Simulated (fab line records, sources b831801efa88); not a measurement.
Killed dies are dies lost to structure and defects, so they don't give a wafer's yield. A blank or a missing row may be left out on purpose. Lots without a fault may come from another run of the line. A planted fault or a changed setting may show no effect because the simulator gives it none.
Which tool did it? | flow sky130 | 24 lots, 72 wafers sampled, at 4 steps of a route of 708

WHAT THE GAUGES READ, wafer by wafer
SKY_POLY_CUT_CD_MEAS_08: target cd 270 nm. Usual: cd_nm 270.6 nm, standard deviation 1.1.
lot  | measured     | on        | cd_nm (nm)        | flag
L074 | day 24 09:34 | cd_sem-02 | 270.0 271.1 269.7 |
L075 | day 24 19:26 | cd_sem-02 | 270.4 269.3 268.6 |
L076 | day 25 03:07 | cd_sem-02 | 269.2 271.1 270.3 |
L077 | day 25 18:16 | cd_sem-01 | 269.5 269.5 269.1 |
L079 | day 26 14:04 | cd_sem-02 | 271.3 269.7 270.8 |
L078 | day 26 14:24 | cd_sem-02 | 271.9 271.3 272.0 |
L080 | day 26 21:38 | cd_sem-01 | 270.4 272.0 271.9 |
L081 | day 26 23:59 | cd_sem-02 | 271.5 272.4 272.6 |
L082 | day 27 05:48 | cd_sem-01 | 272.1 271.9 270.2 |
L083 | day 27 16:44 | cd_sem-01 | 269.9 269.3 269.7 |
L084 | day 28 03:46 | cd_sem-01 | 271.1 271.3 270.9 |
L085 | day 28 08:23 | cd_sem-02 | 270.2 270.3 270.0 |
L087 | day 28 17:49 | cd_sem-01 | 272.2 272.2 272.6 |
L086 | day 28 19:36 | cd_sem-01 | 270.2 269.5 271.4 |
L088 | day 29 06:23 | cd_sem-02 | 269.6 271.1 269.6 |
L089 | day 29 10:17 | cd_sem-01 | 269.6 270.9 269.7 |
L090 | day 30 00:01 | cd_sem-01 | 269.1 269.2 269.2 |
L091 | day 30 07:32 | cd_sem-01 | 271.6 270.3 271.4 |
L092 | day 30 14:52 | cd_sem-01 | 269.8 271.5 270.0 |
L093 | day 30 21:22 | cd_sem-01 | 270.7 270.8 270.2 |
L095 | day 31 09:50 | cd_sem-01 | 271.6 271.7 271.1 |
L094 | day 31 12:31 | cd_sem-02 | 269.9 268.4 269.1 |
L096 | day 31 23:01 | cd_sem-01 | 269.6 268.1 268.0 |
L097 | day 32 04:34 | cd_sem-01 | 273.0 271.5 272.1 |

SKY_LI_CONTACT_CD_MEAS_12: target cd 170 nm. Usual: cd_nm 170.2 nm, standard deviation 1.3.
lot  | measured     | on        | cd_nm (nm)        | flag
L074 | day 29 07:38 | cd_sem-02 | 170.8 170.6 171.0 |
L075 | day 29 17:16 | cd_sem-01 | 172.2 171.3 173.3 |
L076 | day 29 23:52 | cd_sem-02 | 171.6 170.8 170.5 |
L077 | day 30 15:14 | cd_sem-02 | 171.9 171.9 172.7 |
L079 | day 31 10:08 | cd_sem-02 | 170.8 170.8 170.1 |
L078 | day 31 11:02 | cd_sem-01 | 168.2 166.9 168.3 |
L080 | day 31 17:28 | cd_sem-02 | 172.0 170.5 170.1 |
L081 | day 31 18:26 | cd_sem-01 | 169.9 169.7 169.9 |
L082 | day 31 23:09 | cd_sem-02 | 170.3 170.1 170.2 |
L083 | day 32 10:11 | cd_sem-01 | 170.9 170.0 170.4 |
L084 | day 32 20:24 | cd_sem-02 | 172.1 170.7 169.5 |
L085 | day 32 23:50 | cd_sem-02 | 170.5 169.5 170.1 |
L087 | day 33 09:28 | cd_sem-01 | 170.9 168.7 168.5 |
L086 | day 33 10:33 | cd_sem-02 | 168.0 167.9 166.4 |
L088 | day 33 21:05 | cd_sem-01 | 170.6 170.8 170.5 |
L089 | day 34 00:02 | cd_sem-01 | 170.4 170.6 170.4 |
L090 | day 34 13:49 | cd_sem-01 | 169.4 169.6 170.8 |
L091 | day 34 21:50 | cd_sem-02 | 171.6 171.5 172.1 |
L092 | day 35 03:01 | cd_sem-02 | 169.6 172.8 171.7 |
L093 | day 35 10:59 | cd_sem-01 | 168.1 167.2 168.5 |
L095 | day 35 23:29 | cd_sem-02 | 170.8 168.7 169.9 |
L094 | day 36 01:20 | cd_sem-01 | 172.6 170.9 170.3 |
L096 | day 36 12:22 | cd_sem-02 | 170.8 170.3 168.1 |
L097 | day 36 16:30 | cd_sem-02 | 170.6 172.2 169.9 |

SKY_VIA2_RS_MEAS_22: measures by four-point-probe. Usual: VIA2_W_RS 0.273 ohm/sq, standard deviation 0.0035.
lot  | measured     | on            | VIA2_W_RS (ohm/sq) | flag
L074 | day 36 11:46 | film_metro-01 | 0.270 0.277 0.273  |
L075 | day 36 21:21 | film_metro-02 | 0.277 0.273 0.277  |
L076 | day 36 23:20 | film_metro-01 | 0.270 0.274 0.273  |
L077 | day 37 17:07 | film_metro-04 | 0.275 0.275 0.276  |
L079 | day 38 11:52 | film_metro-01 | 0.276 0.278 0.274  |
L078 | day 38 14:09 | film_metro-02 | 0.274 0.274 0.274  |
L080 | day 38 18:33 | film_metro-04 | 0.271 0.269 0.271  |
L081 | day 38 20:04 | film_metro-01 | 0.267 0.268 0.269  |
L082 | day 38 21:41 | film_metro-02 | 0.267 0.266 0.266  |
L083 | day 39 08:49 | film_metro-02 | 0.270 0.270 0.270  |
L084 | day 39 18:29 | film_metro-04 | 0.273 0.270 0.270  |
L085 | day 39 23:36 | film_metro-02 | 0.275 0.275 0.276  |
L087 | day 40 08:03 | film_metro-04 | 0.273 0.272 0.266  |
L086 | day 40 07:25 | film_metro-04 | 0.272 0.272 0.276  |
L088 | day 40 18:26 | film_metro-01 | 0.278 0.276 0.279  |
L089 | day 40 19:40 | film_metro-01 | 0.274 0.274 0.272  |
L090 | day 41 10:05 | film_metro-01 | 0.277 0.279 0.276  |
L091 | day 41 15:48 | film_metro-02 | 0.273 0.272 0.271  |
L092 | day 41 21:33 | film_metro-02 | 0.269 0.274 0.273  |
L093 | day 42 04:20 | film_metro-01 | 0.271 0.273 0.273  |
L095 | day 42 16:01 | film_metro-01 | 0.270 0.273 0.265  |
L094 | day 42 21:11 | film_metro-02 | 0.269 0.271 0.274  |
L096 | day 43 02:02 | film_metro-01 | 0.274 0.278 0.273  |
L097 | day 43 07:31 | film_metro-02 | 0.276 0.272 0.278  |

SKY_VIA3_BOW_MEAS_03. Usual: VIA3_BOW 78 um, standard deviation 8.4.
lot  | measured     | on            | VIA3_BOW (um) | flag
L074 | day 38 16:59 | film_metro-04 | 91 78 77      |
L075 | day 39 02:23 | film_metro-04 | 81 76 65      |
L076 | day 39 05:58 | film_metro-03 | 87 86 88      |
L077 | day 39 23:16 | film_metro-02 | 80 72 74      |
L079 | day 40 17:10 | film_metro-04 | 83 72 63      |
L078 | day 40 19:29 | film_metro-02 | 65 73 74      |
L080 | day 40 22:43 | film_metro-04 | 88 66 79      |
L081 | day 41 00:05 | film_metro-03 | 79 73 76      |
L082 | day 41 01:36 | film_metro-03 | 72 83 77      |
L083 | day 41 13:04 | film_metro-04 | 96 100 85     |
L084 | day 41 22:40 | film_metro-04 | 83 73 73      |
L085 | day 42 03:07 | film_metro-03 | 73 88 73      |
L087 | day 42 10:59 | film_metro-03 | 70 77 74      |
L086 | day 42 10:17 | film_metro-02 | 83 83 72      |
L088 | day 42 21:05 | film_metro-03 | 92 80 79      |
L089 | day 42 21:58 | film_metro-04 | 85 84 89      |
L090 | day 43 12:46 | film_metro-03 | 68 75 60      |
L091 | day 43 17:53 | film_metro-03 | 101 83 75     |
L092 | day 43 22:36 | film_metro-04 | 70 77 64      |
L093 | day 44 05:31 | film_metro-02 | 64 80 68      |
L095 | day 44 16:37 | film_metro-04 | 73 65 77      |
L094 | day 44 20:41 | film_metro-04 | 80 80 73      |
L096 | day 45 01:28 | film_metro-02 | 67 75 77      |
L097 | day 45 06:29 | film_metro-03 | 78 89 80      |

WHICH TOOL RAN EACH LOT (tool, then ch and the chambers of the sampled wafers, then the start)
The record holds no process step before these readings.

WHAT THE TOOLS THEMSELVES READ (means of the sampled wafers that have a number; where no wafer has one, the mark that the record gives instead)
The record holds no such reading with a usual standard deviation.

THE ANSWER, worked out from the rows above alone
Rule: a lot is off if the mean of its wafers that have a number lies more than 3 standard deviations from the usual mean. A lot without any number at a reading at which 4 lots or more have one is off too. The other lots that the step has rows for count as sound. The gauges are gone through in route order, then the tools' own readings, and for those a lot's mean is taken as printed above. The first step at which some lot is off is used, and at that step the reading that is off furthest; a lot without a number counts as furthest.
No lot is off at any reading shown: from this, nothing can be told.

WHAT THE SIMULATOR HAD PUT IN
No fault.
